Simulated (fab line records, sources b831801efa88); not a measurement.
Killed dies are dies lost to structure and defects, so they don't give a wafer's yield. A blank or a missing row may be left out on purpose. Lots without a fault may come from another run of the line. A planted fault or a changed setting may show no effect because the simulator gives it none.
fab line records | flow sky130
record lots=14 wafers=42 last_day=50
route steps=708 shown VT_ADJUST_NCORE@130 SONOS_TUNNEL@166 SD_P@326 METAL2@498
lots that met no fault: from a run of the same line without faults
start_h: hours from the record's first day to the start of the lot's first wafer shown | wait_h: hours since the lot's step before | " the same as in the row above | L1.1+2: a row that stands for several wafers | - no value, or no start given | * or withheld: withheld | < > ~ a bound
route shown NAME@n: a module of which the file shows steps, and the number in the route of the first | usual: mean/standard deviation of fault-free wafers | same: alike in all rows | chamber/n: place in a boat | sites: the reading at each site | _std_site: their standard deviation | _edge_site: outer sites' mean less inner sites' | radius_mm: how far each site lies from the wafer's centre | mask NAME#n: copy n | behind: the tool/chamber that last shaped the wafer | hold: why the lot was held/for how many hours/how that ended | device: the transistor (n, p or np) that didn't switch | end of line: the same wafers' tests at the end of the route | a step without rows: its recipe alone | killed: dies lost to structure and defects at the first sort, not the wafer's yield | map: a wafer's dies, x killed, . not, _ none there
set.NAME: the setting as run; set.NAME@STEP: as run at that earlier step | model.NAME: the simulator's own value behind a step, which no gauge read
steps of the route over a sample of lots; a table a step, a row a wafer
services: from which hour (start_h, from the record's first day; less than 0 if before it) a tool's chamber was out of use, for how many hours, and why
## steps
# step SKY_VT_ADJUST_NCORE_TW_MEAS_11
# usual VT_ADJUST_NCORE_TW=216.4/1.7
# columns lot.wafer tool chamber start_h wait_h VT_ADJUST_NCORE_TW
L348.2 film_metro-03 - 188.56 0.1 216.0
L348.4 " - " " 216.3
L348.5 " - " " 216.2
L349.2 film_metro-04 - 190.46 0.1 216.7
L349.5 " - " " 217.4
L349.6 " - " " 216.4
L357.1 film_metro-02 - 243.95 0.1 220.4
L357.3 " - " " 220.0
L357.4 " - " " 218.8
L358.4 film_metro-03 - 251.33 0.1 216.8
L358.5 " - " " 217.7
L358.6 " - " " 217.7
L359.2 film_metro-03 - 260.96 0.1 216.3
L359.3 " - " " 216.6
L359.6 " - " " 217.6
L360.2 film_metro-03 - 266.71 0.1 216.8
L360.3 " - " " 215.8
L360.5 " - " " 215.8
L361.2 film_metro-04 - 276.51 0.1 214.9
L361.5 " - " " 214.7
L361.6 " - " " 214.6
L362.2 film_metro-02 - 284.26 0.1 218.1
L362.5 " - " " 218.5
L362.6 " - " " 218.2
L364.4 film_metro-03 - 293.48 0.1 215.0
L364.5 " - " " 215.6
L364.6 " - " " 213.9
L366.1 film_metro-04 - 307.95 0.1 216.1
L366.5 " - " " 216.0
L366.6 " - " " 216.5
L367.1 film_metro-04 - 320.55 0.1 216.0
L367.4 " - " " 215.7
L367.5 " - " " 216.0
L369.2 film_metro-02 - 334.06 0.1 216.7
L369.3 " - " " 217.7
L369.6 " - " " 218.2
L370.3 film_metro-02 - 338.27 0.1 219.8
L370.4 " - " " 218.3
L370.5 " - " " 218.4
L371.1 film_metro-04 - 348.30 0.1 215.2
L371.3 " - " " 214.3
L371.4 " - " " 215.9
# step SKY_SONOS_TUNNEL_TW_MEAS_12
# usual SONOS_TUNNEL_TW=196.3/1.7
# columns lot.wafer tool chamber start_h wait_h SONOS_TUNNEL_TW
L348.2 film_metro-03 - 257.11 0.0 195.1
L348.4 " - " " 195.1
L348.5 " - " " 196.1
L349.2 film_metro-02 - 258.37 0.0 198.5
L349.5 " - " " 199.0
L349.6 " - " " 199.4
L357.1 film_metro-02 - 321.10 0.0 195.9
L357.3 " - " " 196.5
L357.4 " - " " 197.6
L358.4 film_metro-02 - 328.24 0.0 196.5
L358.5 " - " " 196.4
L358.6 " - " " 195.5
L359.2 film_metro-02 - 337.48 0.0 195.9
L359.3 " - " " 197.4
L359.6 " - " " 196.9
L360.2 film_metro-02 - 343.03 0.0 198.7
L360.3 " - " " 197.0
L360.5 " - " " 197.6
L361.2 film_metro-02 - 354.42 0.0 196.1
L361.5 " - " " 197.2
L361.6 " - " " 196.6
L362.2 film_metro-02 - 364.56 0.0 196.5
L362.5 " - " " 197.7
L362.6 " - " " 195.8
L364.4 film_metro-01 - 374.45 0.0 199.3
L364.5 " - " " 198.3
L364.6 " - " " 199.4
L366.1 film_metro-03 - 391.01 0.0 194.4
L366.5 " - " " 193.4
L366.6 " - " " 193.8
L367.1 film_metro-03 - 404.48 0.0 193.0
L367.4 " - " " 193.5
L367.5 " - " " 194.0
L369.2 film_metro-01 - 420.12 0.0 197.3
L369.3 " - " " 196.9
L369.6 " - " " 195.6
L370.3 film_metro-02 - 425.27 0.0 198.2
L370.4 " - " " 198.8
L370.5 " - " " 196.0
L371.1 film_metro-03 - 436.40 0.0 194.1
L371.3 " - " " 192.6
L371.4 " - " " 192.7
# step SKY_SD_P_DEVELOP_06
# recipe resist=NOVOLAK developer=TMAH develop_time_s=60 dev_temp_c=23
# usual developer_temp_C=23.01/0.1 exhaust_pa=45.1/0.82
# columns lot.wafer tool chamber start_h wait_h developer_temp_C exhaust_pa
L348.2 litho_track-02 0 595.55 0.1 22.95 44.4
L348.4 " 0 " " 23.04 44.1
L348.5 " 0 " " 23.01 43.1
L349.2 litho_track-02 0 597.75 0.1 22.98 44.5
L349.5 " 0 " " 23.07 45.3
L349.6 " 0 " " 23.17 46.2
L357.1 litho_track-03 0 675.64 0.1 23.20 43.7
L357.3 " 0 " " 23.20 45.7
L357.4 " 0 " " 22.98 45.9
L358.4 litho_track-03 0 678.12 0.1 23.04 45.2
L358.5 " 0 " " 23.08 45.1
L358.6 " 0 " " 22.97 44.8
L359.2 litho_track-02 0 682.96 0.1 22.99 45.1
L359.3 " 0 " " 22.92 46.5
L359.6 " 0 " " 22.88 44.8
L360.2 litho_track-02 0 691.46 0.1 22.94 44.8
L360.3 " 0 " " 22.99 45.0
L360.5 " 0 " " 22.92 45.9
L361.2 litho_track-02 0 702.20 0.1 22.90 45.2
L361.5 " 0 " " 22.84 44.9
L361.6 " 0 " " 23.02 45.9
L362.2 litho_track-02 0 713.26 0.1 23.32 44.5
L362.5 " 0 " " 23.08 45.0
L362.6 " 0 " " 23.05 45.7
L364.4 litho_track-04 0 716.52 0.1 23.00 45.2
L364.5 " 0 " " 22.92 45.0
L364.6 " 0 " " 22.98 45.0
L366.1 litho_track-03 0 739.29 0.1 22.89 44.4
L366.5 " 0 " " 23.05 47.0
L366.6 " 0 " " 23.03 45.3
L367.1 litho_track-02 0 747.78 0.1 23.03 45.7
L367.4 " 0 " " 22.98 44.6
L367.5 " 0 " " 23.03 45.0
L369.2 litho_track-04 0 763.02 0.1 23.11 45.8
L369.3 " 0 " " 22.98 46.2
L369.6 " 0 " " 22.91 45.5
L370.3 litho_track-03 0 768.04 0.1 22.96 44.6
L370.4 " 0 " " 23.00 44.9
L370.5 " 0 " " 23.19 44.0
L371.1 litho_track-04 0 773.40 0.1 23.11 43.9
L371.3 " 0 " " 22.96 45.4
L371.4 " 0 " " 23.08 43.8
# step SKY_SD_P_CD_MEAS_07
# recipe target_cd_nm=380
# usual cd_nm=379.3/2.4
# columns lot.wafer tool chamber start_h wait_h cd_nm
L348.2 cd_sem-02 - 595.70 0.1 378.2
L348.4 " - " " 378.0
L348.5 " - " " 380.3
L349.2 cd_sem-02 - 597.90 0.1 377.7
L349.5 " - " " 378.3
L349.6 " - " " 375.6
L357.1 cd_sem-02 - 675.79 0.1 378.2
L357.3 " - " " -
L357.4 " - " " -
L358.4 cd_sem-02 - 678.25 0.1 -
L358.5 " - " " 376.3
L358.6 " - " " 378.1
L359.2 cd_sem-01 - 683.10 0.1 378.5
L359.3 " - " " 380.4
L359.6 " - " " 378.4
L360.2 cd_sem-01 - 691.60 0.1 379.2
L360.3 " - " " 378.5
L360.5 " - " " 380.4
L361.2 cd_sem-02 - 702.35 0.1 374.8
L361.5 " - " " 376.3
L361.6 " - " " 374.7
L362.2 cd_sem-01 - 713.40 0.1 378.3
L362.5 " - " " 380.1
L362.6 " - " " 378.5
L364.4 cd_sem-01 - 716.66 0.1 378.2
L364.5 " - " " 377.7
L364.6 " - " " 377.0
L366.1 cd_sem-01 - 739.44 0.1 375.9
L366.5 " - " " 376.8
L366.6 " - " " 377.7
L367.1 cd_sem-01 - 747.93 0.1 382.2
L367.4 " - " " 381.1
L367.5 " - " " 381.9
L369.2 cd_sem-02 - 763.17 0.1 380.7
L369.3 " - " " 382.8
L369.6 " - " " 383.1
L370.3 cd_sem-01 - 768.18 0.1 379.1
L370.4 " - " " 382.1
L370.5 " - " " 380.4
L371.1 cd_sem-01 - 773.55 0.1 376.7
L371.3 " - " " 377.4
L371.4 " - " " 380.9
# step SKY_SD_P_OVL_MEAS_08
# usual SD_P_OVL=-1.7/1.6
# columns lot.wafer tool chamber start_h wait_h SD_P_OVL[nm]
L348.2 overlay-01 - 595.81 0.1 -1.8
L348.4 " - " " -4.1
L348.5 " - " " -1.6
L349.2 overlay-02 - 598.01 0.1 -2.6
L349.5 " - " " 1.8
L349.6 " - " " -0.9
L357.1 overlay-01 - 675.91 0.1 -2.2
L357.3 " - " " -
L357.4 " - " " -
L358.4 overlay-02 - 678.33 0.1 -
L358.5 " - " " -1.3
L358.6 " - " " -0.1
L359.2 overlay-02 - 683.21 0.1 1.1
L359.3 " - " " -1.2
L359.6 " - " " -1.1
L360.2 overlay-01 - 691.71 0.1 -2.6
L360.3 " - " " -3.7
L360.5 " - " " -1.6
L361.2 overlay-01 - 702.46 0.1 -3.9
L361.5 " - " " -3.4
L361.6 " - " " -3.3
L362.2 overlay-01 - 713.51 0.1 -0.6
L362.5 " - " " -2.2
L362.6 " - " " -0.9
L364.4 overlay-01 - 716.73 0.1 -2.8
L364.5 " - " " -3.3
L364.6 " - " " -5.2
L366.1 overlay-02 - 739.56 0.1 -3.6
L366.5 " - " " -1.3
L366.6 " - " " -2.8
L367.1 overlay-02 - 748.05 0.1 0.9
L367.4 " - " " -0.8
L367.5 " - " " 0.9
L369.2 overlay-02 - 763.27 0.1 -1.3
L369.3 " - " " -1.0
L369.6 " - " " 1.6
L370.3 overlay-02 - 768.28 0.1 -1.6
L370.4 " - " " -1.0
L370.5 " - " " -2.8
L371.1 overlay-01 - 773.67 0.1 -2.4
L371.3 " - " " -2.9
L371.4 " - " " -1.6
# step SKY_SD_P_TW_MEAS_11
# usual SD_P_TW=2807/22
# columns lot.wafer tool chamber start_h wait_h SD_P_TW
L348.2 film_metro-01 - 596.10 0.1 2814
L348.4 " - " " 2809
L348.5 " - " " 2824
L349.2 film_metro-01 - 598.30 0.1 2811
L349.5 " - " " 2817
L349.6 " - " " 2823
L357.1 film_metro-01 - 676.20 0.1 2835
L357.3 " - " " 30
L357.4 " - " " 30
L358.4 film_metro-02 - 678.63 0.1 30
L358.5 " - " " 2815
L358.6 " - " " 2822
L359.2 film_metro-04 - 683.50 0.1 2787
L359.3 " - " " 2783
L359.6 " - " " 2786
L360.2 film_metro-04 - 692.00 0.1 2806
L360.3 " - " " 2795
L360.5 " - " " 2796
L361.2 film_metro-02 - 702.75 0.1 2814
L361.5 " - " " 2836
L361.6 " - " " 2836
L362.2 film_metro-02 - 713.80 0.1 2826
L362.5 " - " " 2815
L362.6 " - " " 2839
L364.4 film_metro-04 - 717.03 0.1 2768
L364.5 " - " " 2778
L364.6 " - " " 2770
L366.1 film_metro-04 - 739.85 0.1 2777
L366.5 " - " " 2788
L366.6 " - " " 2783
L367.1 film_metro-04 - 748.34 0.1 2838
L367.4 " - " " 2841
L367.5 " - " " 2839
L369.2 film_metro-04 - 763.56 0.1 2845
L369.3 " - " " 2829
L369.6 " - " " 2841
L370.3 film_metro-02 - 768.57 0.1 2811
L370.4 " - " " 2809
L370.5 " - " " 2790
L371.1 film_metro-02 - 773.95 0.1 2796
L371.3 " - " " 2805
L371.4 " - " " 2798
# step SKY_METAL2_CD_MEAS_15
# recipe target_cd_nm=140
# usual cd_nm=139.6/1.6
# columns lot.wafer tool chamber start_h wait_h cd_nm
L348.2 cd_sem-01 - 827.12 - 139.6
L348.4 " - " " 139.8
L348.5 " - " " 138.1
L349.2 cd_sem-02 - 829.82 - 139.2
L349.5 " - " " 138.9
L349.6 " - " " 137.8
L357.1 cd_sem-01 - 899.55 - 136.8
L357.3 " - " " 138.0
L357.4 " - " " 137.8
L358.4 cd_sem-01 - 903.71 - 141.5
L358.5 " - " " 141.2
L358.6 " - " " 139.6
L359.2 cd_sem-02 - 907.22 - 137.6
L359.3 " - " " 139.1
L359.6 " - " " 137.3
L360.2 cd_sem-01 - 916.15 - 139.9
L360.3 " - " " 140.4
L360.5 " - " " 140.0
L361.2 cd_sem-02 - 922.22 - 138.3
L361.5 " - " " 138.8
L361.6 " - " " 138.8
L362.2 cd_sem-01 - 935.17 - 138.9
L362.5 " - " " 139.9
L362.6 " - " " 138.5
L364.4 cd_sem-02 - 936.01 - 142.2
L364.5 " - " " 142.2
L364.6 " - " " 141.1
L366.1 cd_sem-02 - 958.38 - 140.8
L366.5 " - " " 139.8
L366.6 " - " " 140.4
L367.1 cd_sem-02 - 969.00 - 141.4
L367.4 " - " " 139.9
L367.5 " - " " 138.7
L369.2 cd_sem-02 - 980.45 - 137.6
L369.3 " - " " 138.8
L369.6 " - " " 139.6
L370.3 cd_sem-02 - 982.99 - 139.4
L370.4 " - " " 140.0
L370.5 " - " " 138.7
L371.1 cd_sem-02 - 990.65 - 137.3
L371.3 " - " " 137.4
L371.4 " - " " 137.8
## services
# columns tool chamber start_h hours kind
litho_track-03 - 636.64 - consumable_replace:filter
## key
first_sign step=SKY_SD_P_CD_MEAS_07 reading=cd_nm direction=missing
effect step=SKY_SD_P_OVL_MEAS_08 reading=SD_P_OVL direction=missing
effect step=SKY_SD_P_TW_MEAS_11 reading=SD_P_TW direction=down sigmas=99+ usual=2807 struck=30
met_at SKY_SD_P_DEVELOP_06
struck_lots L357,L358
struck_wafers L357.3,L357.4,L358.4
sort_left_out L357.3,L357.4,L358.4
tester_left_out L357,L358
not_acting_at SKY_VT_ADJUST_NCORE_TW_MEAS_11,SKY_SONOS_TUNNEL_TW_MEAS_12,SKY_METAL2_CD_MEAS_15
fault kind=process_parameter_drift tool=litho_track-03 chamber=- onset_h=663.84 steps=SKY_SD_P_DEVELOP_06 channel=develop_time_s offset=* shape=step end_h=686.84 scope=struck_wafers_only acts_in=* stated=*
# tester_left_out: of these lots the tester's yield and bins aren't shown, on N5 and GAA mostly nor the transistor test; their killed dies are dies lost to structure and defects alone, not to doping, threshold or leakage, so they don't give the yield
# sort_left_out: the simulated sort isn't trusted on such a fault, so these wafers' sort isn't shown, and their yield isn't known
